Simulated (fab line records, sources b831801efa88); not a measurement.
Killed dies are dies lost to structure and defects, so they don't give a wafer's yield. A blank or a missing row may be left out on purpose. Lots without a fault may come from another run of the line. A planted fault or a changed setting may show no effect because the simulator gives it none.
A sampling plan put to the test | flow sky130 | one fab line, 55 faults that these records tell of, each judged on the records of the lots that it struck
The plan is the line's own looks: the steps of the route at which a gauge or an inspection reads the wafer and doesn't change it. A look can be judged if struck wafers have a number there and the file gives its usual mean and standard deviation on fault-free wafers. Caught: at a look after the fault's first step, the mean of the struck wafers lies 4 or more of those standard deviations (sigma) from the usual mean. On the tool: the same test on the tool's own readings at the fault's steps. Another recipe on the struck wafers, or a record that is blank for them alone, also counts as caught.

THE FAULTS, as the simulator had put them in
1. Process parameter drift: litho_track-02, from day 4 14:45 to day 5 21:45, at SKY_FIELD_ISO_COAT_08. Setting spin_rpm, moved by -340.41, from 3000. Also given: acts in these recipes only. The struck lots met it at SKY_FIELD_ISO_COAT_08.
2. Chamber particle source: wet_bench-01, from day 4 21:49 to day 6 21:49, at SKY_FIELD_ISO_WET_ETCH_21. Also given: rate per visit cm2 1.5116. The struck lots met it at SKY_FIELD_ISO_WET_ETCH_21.
3. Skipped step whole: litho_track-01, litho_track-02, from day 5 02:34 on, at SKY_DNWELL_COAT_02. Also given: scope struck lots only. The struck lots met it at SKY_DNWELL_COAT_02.
4. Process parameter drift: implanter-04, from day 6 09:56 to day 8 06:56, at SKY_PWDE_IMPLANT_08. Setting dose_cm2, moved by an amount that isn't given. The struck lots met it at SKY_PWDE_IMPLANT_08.
5. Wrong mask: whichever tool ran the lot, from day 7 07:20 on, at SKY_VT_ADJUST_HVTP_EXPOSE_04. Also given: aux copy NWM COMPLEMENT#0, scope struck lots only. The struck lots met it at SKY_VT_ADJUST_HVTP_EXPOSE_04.
6. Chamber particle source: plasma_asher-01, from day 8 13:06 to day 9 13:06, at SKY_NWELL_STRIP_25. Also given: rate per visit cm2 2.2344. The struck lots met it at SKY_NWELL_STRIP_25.
7. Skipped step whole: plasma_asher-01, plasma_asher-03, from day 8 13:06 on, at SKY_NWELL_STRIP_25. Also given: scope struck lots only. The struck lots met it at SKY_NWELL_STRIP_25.
8. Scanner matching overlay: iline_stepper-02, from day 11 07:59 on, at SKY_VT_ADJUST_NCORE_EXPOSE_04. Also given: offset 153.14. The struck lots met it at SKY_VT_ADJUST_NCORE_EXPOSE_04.
9. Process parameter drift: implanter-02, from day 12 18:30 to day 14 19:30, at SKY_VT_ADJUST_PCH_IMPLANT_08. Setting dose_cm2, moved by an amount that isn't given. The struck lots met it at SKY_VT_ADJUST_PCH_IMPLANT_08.
10. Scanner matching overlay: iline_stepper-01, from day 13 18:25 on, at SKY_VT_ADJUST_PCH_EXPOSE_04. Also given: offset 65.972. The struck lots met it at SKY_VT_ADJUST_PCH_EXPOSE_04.
11. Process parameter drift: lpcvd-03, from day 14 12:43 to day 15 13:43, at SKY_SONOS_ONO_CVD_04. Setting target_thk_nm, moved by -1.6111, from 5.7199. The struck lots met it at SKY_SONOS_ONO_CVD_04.
12. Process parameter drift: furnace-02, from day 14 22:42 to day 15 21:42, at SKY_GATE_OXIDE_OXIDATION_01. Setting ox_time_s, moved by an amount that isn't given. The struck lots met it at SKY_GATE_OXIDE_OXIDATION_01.
13. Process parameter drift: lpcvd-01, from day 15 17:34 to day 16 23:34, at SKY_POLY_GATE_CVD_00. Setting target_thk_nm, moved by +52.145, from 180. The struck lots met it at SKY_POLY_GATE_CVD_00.
14. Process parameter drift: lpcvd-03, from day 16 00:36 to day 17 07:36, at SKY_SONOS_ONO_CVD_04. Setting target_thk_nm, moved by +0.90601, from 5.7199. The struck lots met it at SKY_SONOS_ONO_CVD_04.
15. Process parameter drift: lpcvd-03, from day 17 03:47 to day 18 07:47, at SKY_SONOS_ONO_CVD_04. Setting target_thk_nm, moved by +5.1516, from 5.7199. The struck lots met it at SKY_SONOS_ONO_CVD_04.
16. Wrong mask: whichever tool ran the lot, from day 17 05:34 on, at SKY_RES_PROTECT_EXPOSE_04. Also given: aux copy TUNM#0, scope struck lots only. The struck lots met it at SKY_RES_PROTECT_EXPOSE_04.
17. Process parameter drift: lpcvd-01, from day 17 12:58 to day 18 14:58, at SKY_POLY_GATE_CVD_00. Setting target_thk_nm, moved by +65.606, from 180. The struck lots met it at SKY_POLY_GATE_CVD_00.
18. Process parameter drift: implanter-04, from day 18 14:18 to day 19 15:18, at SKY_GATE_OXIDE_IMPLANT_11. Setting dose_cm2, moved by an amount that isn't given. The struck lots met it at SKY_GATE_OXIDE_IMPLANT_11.
19. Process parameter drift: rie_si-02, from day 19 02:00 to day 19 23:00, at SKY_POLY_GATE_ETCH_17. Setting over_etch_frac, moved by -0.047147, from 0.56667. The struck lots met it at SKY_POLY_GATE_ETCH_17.
20. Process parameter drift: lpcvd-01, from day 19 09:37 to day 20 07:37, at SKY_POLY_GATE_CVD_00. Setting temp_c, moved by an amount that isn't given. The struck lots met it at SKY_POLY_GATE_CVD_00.
21. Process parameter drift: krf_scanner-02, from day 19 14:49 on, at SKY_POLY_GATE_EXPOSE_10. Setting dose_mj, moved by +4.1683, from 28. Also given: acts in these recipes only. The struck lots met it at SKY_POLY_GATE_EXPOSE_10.
22. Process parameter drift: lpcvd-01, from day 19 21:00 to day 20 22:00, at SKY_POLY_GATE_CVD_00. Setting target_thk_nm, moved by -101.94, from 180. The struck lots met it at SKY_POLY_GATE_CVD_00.
23. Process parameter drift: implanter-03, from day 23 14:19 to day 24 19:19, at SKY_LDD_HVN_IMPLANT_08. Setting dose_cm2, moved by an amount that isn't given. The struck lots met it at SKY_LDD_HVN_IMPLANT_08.
24. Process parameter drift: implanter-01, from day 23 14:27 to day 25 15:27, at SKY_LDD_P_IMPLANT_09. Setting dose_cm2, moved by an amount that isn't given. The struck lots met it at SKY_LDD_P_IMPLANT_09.
25. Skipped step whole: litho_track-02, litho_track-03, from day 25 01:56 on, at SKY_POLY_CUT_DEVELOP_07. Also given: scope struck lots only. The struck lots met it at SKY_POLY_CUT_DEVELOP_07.
26. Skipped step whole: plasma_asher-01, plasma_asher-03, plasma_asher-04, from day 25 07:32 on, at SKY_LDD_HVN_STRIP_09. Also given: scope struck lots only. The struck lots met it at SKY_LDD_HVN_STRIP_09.
27. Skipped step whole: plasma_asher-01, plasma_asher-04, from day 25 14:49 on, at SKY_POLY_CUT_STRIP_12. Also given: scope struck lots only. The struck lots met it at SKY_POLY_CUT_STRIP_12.
28. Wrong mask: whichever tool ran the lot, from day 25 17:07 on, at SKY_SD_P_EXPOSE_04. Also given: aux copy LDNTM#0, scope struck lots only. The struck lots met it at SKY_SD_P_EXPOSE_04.
29. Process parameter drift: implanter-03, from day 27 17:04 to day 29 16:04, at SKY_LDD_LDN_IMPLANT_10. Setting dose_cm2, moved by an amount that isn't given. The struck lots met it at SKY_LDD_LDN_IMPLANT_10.
30. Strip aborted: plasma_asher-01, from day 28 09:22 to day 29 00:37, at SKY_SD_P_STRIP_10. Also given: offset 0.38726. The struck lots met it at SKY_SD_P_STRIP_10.
31. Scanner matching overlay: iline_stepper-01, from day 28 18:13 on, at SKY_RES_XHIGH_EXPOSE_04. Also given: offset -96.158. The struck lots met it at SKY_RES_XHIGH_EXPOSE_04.
32. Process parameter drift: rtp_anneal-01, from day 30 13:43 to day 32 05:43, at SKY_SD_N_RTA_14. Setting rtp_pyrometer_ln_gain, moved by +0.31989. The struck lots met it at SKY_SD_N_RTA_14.
33. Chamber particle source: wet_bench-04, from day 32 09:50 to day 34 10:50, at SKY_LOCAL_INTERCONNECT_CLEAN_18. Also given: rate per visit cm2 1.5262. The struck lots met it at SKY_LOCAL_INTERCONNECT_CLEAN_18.
34. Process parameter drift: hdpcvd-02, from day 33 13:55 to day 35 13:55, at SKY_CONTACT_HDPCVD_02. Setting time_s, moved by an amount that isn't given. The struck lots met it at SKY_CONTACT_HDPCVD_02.
35. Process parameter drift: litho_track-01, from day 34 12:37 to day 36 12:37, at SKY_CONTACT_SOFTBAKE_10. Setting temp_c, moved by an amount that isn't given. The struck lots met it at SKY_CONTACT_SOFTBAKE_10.
36. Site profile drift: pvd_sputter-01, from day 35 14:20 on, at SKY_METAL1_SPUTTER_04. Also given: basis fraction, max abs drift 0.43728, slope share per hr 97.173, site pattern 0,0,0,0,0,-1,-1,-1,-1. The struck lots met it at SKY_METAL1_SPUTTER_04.
37. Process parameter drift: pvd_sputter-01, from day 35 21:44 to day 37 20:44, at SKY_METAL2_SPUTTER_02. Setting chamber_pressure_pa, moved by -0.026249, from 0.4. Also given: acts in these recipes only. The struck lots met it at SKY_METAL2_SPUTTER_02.
38. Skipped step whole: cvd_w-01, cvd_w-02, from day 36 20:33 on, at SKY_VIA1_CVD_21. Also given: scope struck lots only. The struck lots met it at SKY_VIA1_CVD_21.
39. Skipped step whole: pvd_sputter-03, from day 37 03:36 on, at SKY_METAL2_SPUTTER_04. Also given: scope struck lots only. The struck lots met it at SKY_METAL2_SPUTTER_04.
40. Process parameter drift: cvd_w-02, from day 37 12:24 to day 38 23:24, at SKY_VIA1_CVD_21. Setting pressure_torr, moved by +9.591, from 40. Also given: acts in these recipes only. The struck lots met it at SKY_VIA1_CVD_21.
41. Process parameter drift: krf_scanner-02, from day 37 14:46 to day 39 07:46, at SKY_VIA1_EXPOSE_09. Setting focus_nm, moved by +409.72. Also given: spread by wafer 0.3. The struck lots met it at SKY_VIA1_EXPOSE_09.
42. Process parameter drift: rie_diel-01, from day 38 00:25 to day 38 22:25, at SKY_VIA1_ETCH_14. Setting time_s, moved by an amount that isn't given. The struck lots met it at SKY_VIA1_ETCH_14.
43. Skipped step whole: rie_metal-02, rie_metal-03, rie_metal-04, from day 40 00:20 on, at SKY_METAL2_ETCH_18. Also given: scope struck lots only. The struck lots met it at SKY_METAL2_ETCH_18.
44. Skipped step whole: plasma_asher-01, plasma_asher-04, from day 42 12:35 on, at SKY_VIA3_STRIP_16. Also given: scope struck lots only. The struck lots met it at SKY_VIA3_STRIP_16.
45. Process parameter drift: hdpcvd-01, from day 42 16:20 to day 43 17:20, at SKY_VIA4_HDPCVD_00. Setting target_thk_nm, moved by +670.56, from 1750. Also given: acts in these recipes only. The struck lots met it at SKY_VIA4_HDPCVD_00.
46. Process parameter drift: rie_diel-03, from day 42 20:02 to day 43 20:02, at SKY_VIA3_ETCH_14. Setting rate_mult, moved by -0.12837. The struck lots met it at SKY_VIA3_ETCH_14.
47. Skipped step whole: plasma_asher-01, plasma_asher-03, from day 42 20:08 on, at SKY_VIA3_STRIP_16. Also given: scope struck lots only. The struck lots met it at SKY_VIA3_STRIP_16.
48. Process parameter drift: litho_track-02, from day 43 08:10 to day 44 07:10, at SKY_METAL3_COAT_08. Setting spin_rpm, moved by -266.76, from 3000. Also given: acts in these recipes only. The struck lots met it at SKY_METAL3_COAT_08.
49. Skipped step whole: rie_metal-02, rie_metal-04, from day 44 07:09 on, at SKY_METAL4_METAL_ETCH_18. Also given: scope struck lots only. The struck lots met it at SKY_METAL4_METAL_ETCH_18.
50. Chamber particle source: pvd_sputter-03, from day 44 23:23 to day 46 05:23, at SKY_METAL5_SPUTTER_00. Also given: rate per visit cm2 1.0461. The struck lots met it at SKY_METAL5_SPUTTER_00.
51. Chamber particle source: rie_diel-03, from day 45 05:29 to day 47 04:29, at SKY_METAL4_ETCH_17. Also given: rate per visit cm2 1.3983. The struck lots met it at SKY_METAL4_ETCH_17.
52. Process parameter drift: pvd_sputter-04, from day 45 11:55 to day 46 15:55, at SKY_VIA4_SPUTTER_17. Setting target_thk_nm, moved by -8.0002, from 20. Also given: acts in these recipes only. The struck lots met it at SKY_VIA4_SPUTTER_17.
53. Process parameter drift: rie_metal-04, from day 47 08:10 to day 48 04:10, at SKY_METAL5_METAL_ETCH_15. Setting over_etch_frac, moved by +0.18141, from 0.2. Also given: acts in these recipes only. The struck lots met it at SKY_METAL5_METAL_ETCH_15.
54. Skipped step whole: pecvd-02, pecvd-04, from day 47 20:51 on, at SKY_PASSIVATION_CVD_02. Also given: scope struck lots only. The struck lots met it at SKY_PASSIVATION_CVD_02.
55. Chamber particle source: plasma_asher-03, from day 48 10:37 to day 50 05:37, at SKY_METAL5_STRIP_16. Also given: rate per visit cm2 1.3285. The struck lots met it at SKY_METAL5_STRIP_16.

WHAT THE PLAN SAW
fault | on the tool itself                               | first look that catches it                      | reading, sigma                    | median hours from its first step to that look | hours from the fault's start to the first struck lot there | judged looks passed uncaught
1     | spin_speed_rpm -99 or beyond sigma               | not the one look that can be judged after it    | -                                 | -                                             | -                                                          | 1
2     | no reading that can be judged                    | none of the 3 looks that can be judged after it | -                                 | -                                             | -                                                          | 3
3     | the tool's record is blank for the struck wafers | SKY_PWDE_TW_MEAS_10                             | PWDE_TW +99 or beyond             | 28.0                                          | 31                                                         | 0
4     | dose_ions_cm2 -28 sigma                          | SKY_NWELL_RS_MEAS_31                            | PWDE_RS +7.2                      | 42.9                                          | 49                                                         | 0
5     | no reading that can be judged                    | SKY_VT_ADJUST_HVTP_TW_MEAS_11                   | VT_ADJUST_HVTP_TW -99 or beyond   | 10.5                                          | 14                                                         | 0
6     | under 2 sigma                                    | not the one look that can be judged after it    | -                                 | -                                             | -                                                          | 1
7     | the tool's record is blank for the struck wafers | SKY_VT_ADJUST_HVTP_TW_MEAS_11                   | VT_ADJUST_HVTP_TW -99 or beyond   | 22.1                                          | 25                                                         | 0
8     | no reading that can be judged                    | SKY_VT_ADJUST_NCORE_OVL_MEAS_08                 | VT_ADJUST_NCORE_OVL +99 or beyond | 11.9                                          | 28                                                         | 0
9     | dose_ions_cm2 +99 or beyond sigma                | SKY_VT_ADJUST_PCH_TW_MEAS_10                    | VT_ADJUST_PCH_TW +16              | 0.2                                           | 16                                                         | 0
10    | no reading that can be judged                    | SKY_VT_ADJUST_PCH_OVL_MEAS_07                   | VT_ADJUST_PCH_OVL +46             | 13.7                                          | 34                                                         | 0
11    | under 2 sigma                                    | SKY_SONOS_ONO_THK_MEAS_05                       | SONOS_ONO_CVD_04_THK -11          | 1.3                                           | 5                                                          | 0
12    | under 2 sigma                                    | SKY_GATE_OXIDE_THK_MEAS_02                      | GATE_OXIDE_OXIDATION_00_THK +13   | 1.4                                           | 18                                                         | 0
13    | no reading that can be judged                    | SKY_POLY_GATE_THK_MEAS_01                       | POLY_GATE_CVD_00_THK +32          | 1.2                                           | 4                                                          | 0
14    | under 2 sigma                                    | SKY_SONOS_ONO_THK_MEAS_05                       | SONOS_ONO_CVD_04_THK +6.3         | 1.2                                           | 3                                                          | 0
15    | under 2 sigma                                    | SKY_SONOS_ONO_THK_MEAS_05                       | SONOS_ONO_CVD_04_THK +36          | 1.2                                           | 6                                                          | 0
16    | no reading that can be judged                    | SKY_RES_PROTECT_TW_MEAS_08                      | POLY_GATE_TW -99 or beyond        | 15.0                                          | 24                                                         | 0
17    | under 2 sigma                                    | SKY_POLY_GATE_THK_MEAS_01                       | POLY_GATE_CVD_00_THK +40          | 1.2                                           | 7                                                          | 0
18    | dose_ions_cm2 +99 or beyond sigma                | SKY_GATE_OXIDE_TW_MEAS_14                       | GATE_OXIDE_TW +21                 | 0.5                                           | 3                                                          | 0
19    | under 2 sigma                                    | no look after it can be judged                  | -                                 | -                                             | -                                                          | 0
20    | susceptor_temp_C -57 sigma                       | SKY_POLY_GATE_THK_MEAS_01                       | POLY_GATE_CVD_00_THK -32          | 1.8                                           | 7                                                          | 0
21    | exposure_dose_mJ_cm2 +99 or beyond sigma         | SKY_POLY_GATE_CD_MEAS_13                        | cd_nm -11                         | 15.3                                          | 20                                                         | 0
22    | no reading that can be judged                    | SKY_POLY_GATE_THK_MEAS_01                       | POLY_GATE_CVD_00_THK -62          | 1.8                                           | 7                                                          | 0
23    | dose_ions_cm2 -84 sigma                          | SKY_LDD_HVN_TW_MEAS_10                          | LDD_HVN_TW -4.8                   | 0.2                                           | 0                                                          | 0
24    | dose_ions_cm2 -99 or beyond sigma                | SKY_LDD_P_TW_MEAS_11                            | LDD_P_TW -12                      | 0.2                                           | 9                                                          | 0
25    | no reading that can be judged                    | no look after it can be judged                  | -                                 | -                                             | -                                                          | 0
26    | the tool's record is blank for the struck wafers | SKY_LDD_HVP_TW_MEAS_10                          | LDD_HVP_TW -99 or beyond          | 29.3                                          | 33                                                         | 0
27    | the tool's record is blank for the struck wafers | no look after it can be judged                  | -                                 | -                                             | -                                                          | 0
28    | under 2 sigma                                    | SKY_SD_P_TW_MEAS_11                             | SD_P_TW -99 or beyond             | 14.8                                          | 23                                                         | 0
29    | dose_ions_cm2 +99 or beyond sigma                | SKY_LDD_LDN_TW_MEAS_13                          | LDD_LDN_TW +9.8                   | 0.4                                           | 10                                                         | 0
30    | oes_product_au +38 sigma                         | SKY_RES_XHIGH_TW_MEAS_09                        | RES_XHIGH_TW -99 or beyond        | 28.2                                          | 43                                                         | 0
31    | under 2 sigma                                    | no look after it can be judged                  | -                                 | -                                             | -                                                          | 0
32    | lamp_power_pct -20 sigma                         | SKY_SD_N_RS_MEAS_16                             | SD_N_RS +49                       | 0.2                                           | 10                                                         | 0
33    | no reading that can be judged                    | not the one look that can be judged after it    | -                                 | -                                             | -                                                          | 1
34    | run_length_s -41 sigma                           | SKY_CONTACT_THK_MEAS_03                         | CONTACT_HDPCVD_THK -23            | 0.1                                           | 4                                                          | 0
35    | plate_temp_C -31 sigma                           | none of the 2 looks that can be judged after it | -                                 | -                                             | -                                                          | 2
36    | under 2 sigma                                    | SKY_METAL1_THK_MEAS_06                          | METAL1_ALCU_THK +4.3              | 0.2                                           | 7                                                          | 0
37    | chamber_pressure_pa -30 sigma                    | no look after it can be judged                  | -                                 | -                                             | -                                                          | 0
38    | the tool's record is blank for the struck wafers | SKY_VIA1_RS_MEAS_22                             | VIA1_W_RS +99 or beyond           | 0.1                                           | 0                                                          | 0
39    | the tool's record is blank for the struck wafers | SKY_METAL2_THK_MEAS_06                          | METAL2_ALCU_THK +16               | 2.8                                           | 9                                                          | 0
40    | chamber_pressure_Torr +99 or beyond sigma        | SKY_VIA1_RS_MEAS_22                             | VIA1_W_RS -11                     | 0.1                                           | 16                                                         | 0
41    | exposure_dose_mJ_cm2 +99 or beyond sigma         | SKY_VIA1_CD_MEAS_12                             | cd_nm -30                         | 11.8                                          | 48                                                         | 0
42    | oes_product_au +14 sigma                         | no look after it can be judged                  | -                                 | -                                             | -                                                          | 0
43    | the tool's record is blank for the struck wafers | no look after it can be judged                  | -                                 | -                                             | -                                                          | 0
44    | no reading that can be judged                    | no look after it can be judged                  | -                                 | -                                             | -                                                          | 0
45    | no reading that can be judged                    | SKY_VIA4_THK_MEAS_01                            | VIA4_HDPCVD_THK +46               | 0.2                                           | 12                                                         | 0
46    | under 2 sigma                                    | no look after it can be judged                  | -                                 | -                                             | -                                                          | 0
47    | no reading that can be judged                    | no look after it can be judged                  | -                                 | -                                             | -                                                          | 0
48    | spin_speed_rpm -99 or beyond sigma               | no look after it can be judged                  | -                                 | -                                             | -                                                          | 0
49    | the tool's record is blank for the struck wafers | no look after it can be judged                  | -                                 | -                                             | -                                                          | 0
50    | under 2 sigma                                    | no look after it can be judged                  | -                                 | -                                             | -                                                          | 0
51    | under 2 sigma                                    | no look after it can be judged                  | -                                 | -                                             | -                                                          | 0
52    | under 2 sigma                                    | none of the 4 looks that can be judged after it | -                                 | -                                             | -                                                          | 4
53    | oes_product_au -16 sigma                         | no look after it can be judged                  | -                                 | -                                             | -                                                          | 0
54    | the tool's record is blank for the struck wafers | no look after it can be judged                  | -                                 | -                                             | -                                                          | 0
55    | under 2 sigma                                    | no look after it can be judged                  | -                                 | -                                             | -                                                          | 0
A dash: the fault isn't caught, or these records don't give the number.

Caught at a look: 32 of 55. Caught on the tool: 28 of 55. By one or the other: 42 of 55.
Caught on the tool alone: faults 1, 27, 35, 37, 42, 43, 48, 49, 53, 54.
Caught at a look alone: faults 5, 8, 10, 11, 12, 13, 14, 15, 16, 17, 22, 28, 36, 45.
Caught by neither: faults 2, 6, 19, 25, 31, 33, 44, 46, 47, 50, 51, 52, 55.

THINNER SAMPLING
If the look that catches a fault measured only every second or every third lot, by lot number, the first struck lot would be measured this late in the worst case:
fault | struck lots at that look, in order of time | every lot | every second lot | every third lot
3     | L192, L193                                 | 31 h      | 39 h             | may miss all 2
4     | L153, L158                                 | 49 h      | 79 h             | may miss all 2
5     | L134                                       | 14 h      | may miss it      | may miss it
7     | L202, L203                                 | 25 h      | 26 h             | may miss all 2
8     | L584, L586                                 | 28 h      | may miss all 2   | may miss all 2
9     | L678, L681, L682                           | 16 h      | 44 h             | may miss all 3
10    | L359, L360, L362                           | 34 h      | 40 h             | may miss all 3
11    | L402, L403                                 | 5 h       | 14 h             | may miss all 2
12    | L602, L603                                 | 18 h      | 18 h             | may miss all 2
13    | L354, L355                                 | 4 h       | 13 h             | may miss all 2
14    | L187, L188, L189                           | 3 h       | 13 h             | 24 h
15    | L957, L958, L959                           | 6 h       | 6 h              | 15 h
16    | L229                                       | 24 h      | may miss it      | may miss it
17    | L288, L289                                 | 7 h       | 20 h             | may miss all 2
18    | L384, L385, L386                           | 3 h       | 11 h             | 24 h
20    | L209, L211, L210                           | 7 h       | 20 h             | 20 h
21    | L471, L474, L478                           | 20 h      | 46 h             | may miss all 3
22    | L417, L416                                 | 7 h       | 9 h              | may miss all 2
23    | L238, L239                                 | 0 h       | 0 h              | may miss all 2
24    | L721, L722                                 | 9 h       | 15 h             | may miss all 2
26    | L280, L281, L282                           | 33 h      | 38 h             | 49 h
28    | L565                                       | 23 h      | may miss it      | may miss it
29    | L993, L994                                 | 10 h      | 21 h             | may miss all 2
30    | L427                                       | 43 h      | may miss it      | may miss it
32    | L499, L501                                 | 10 h      | may miss all 2   | may miss all 2
34    | L124, L126                                 | 4 h       | may miss all 2   | may miss all 2
36    | L130                                       | 7 h       | may miss it      | may miss it
38    | L395, L396                                 | 0 h       | 13 h             | may miss all 2
39    | L747, L748                                 | 9 h       | 14 h             | may miss all 2
40    | L123, L125                                 | 16 h      | may miss all 2   | may miss all 2
41    | L461                                       | 48 h      | may miss it      | may miss it
45    | L818, L820                                 | 12 h      | may miss all 2   | may miss all 2
Hours are from the fault's start to the first struck lot that is measured. The limit of 4 sigma was tested on all struck wafers together, so one lot alone may lie under it. Other struck lots may not be in these records.

THE LONGEST TIMED WAY FROM STEP TO LOOK
Fault 4: a median of 42.9 hours passes between SKY_PWDE_IMPLANT_08 and SKY_NWELL_RS_MEAS_31. No look between them can be judged.
